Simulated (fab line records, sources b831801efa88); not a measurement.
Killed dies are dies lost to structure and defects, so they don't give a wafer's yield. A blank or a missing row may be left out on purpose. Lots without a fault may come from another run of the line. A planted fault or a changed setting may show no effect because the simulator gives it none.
Chamber matching | flow sky130 | SKY_VIA3_CMP_02 on cmp-01: 4 sister chambers
The step polishes SiO2. 8 wafers are shown with their chamber, then 8 later ones without.

WAFERS WITH THEIR CHAMBER
wafer  | chamber | motor_current_A (A) | slurry_flow_ml_min
L081.2 | 0       | 9.4                 | 150.1
L081.6 | 3       | 12.3                | 150.5
L083.3 | 1       | 10.8                | 150.2
L083.5 | 1       | 9.9                 | 150.1
L083.6 | 0       | 9.4                 | 149.6
L090.3 | 3       | 12.3                | 150.1
L090.5 | 2       | 12.5                | 149.3
L094.2 | 2       | 12.7                | 149.7

WAFERS WITHOUT THEIR CHAMBER
wafer  | motor_current_A (A) | slurry_flow_ml_min
L094.5 | 12.4                | 149.1
L094.6 | 10.4                | 149.8
L096.1 | 9.8                 | 150.5
L096.2 | 12.5                | 149.8
L096.6 | 10.0                | 150.0
L097.1 | 9.6                 | 149.4
L097.5 | 12.7                | 150.7
L097.6 | 9.8                 | 149.6

WHICH CHAMBER EACH WENT THROUGH
wafer  | from the rows above     | in truth
L094.5 | 2                       | 2
L094.6 | can't be placed: 1 or 0 | 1
L096.1 | can't be placed: 1 or 0 | 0
L096.2 | can't be placed: 2 or 3 | 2
L096.6 | can't be placed: 1 or 0 | 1
L097.1 | can't be placed: 0 or 1 | 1
L097.5 | 3                       | 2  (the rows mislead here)
L097.6 | can't be placed: 0 or 1 | 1
Placed correctly: 1 of 8. Can't be placed from these rows: 6 (the true chamber is among the candidates in 6). Placed wrongly: 1.
How it was worked out, from the rows above alone: a wafer's distance from a chamber is the root of the sum, over the readings, of the square of ((its reading less the chamber's mean) divided by the reading's scatter). The wafer belongs to the nearest chamber; if the next one is less than 2 further off, it can't be placed. A chamber's mean is the mean of its shown wafers. The scatter: the root of (the sum of the squares of (reading less its chamber's mean) over the shown wafers, divided by (wafers less chambers)).
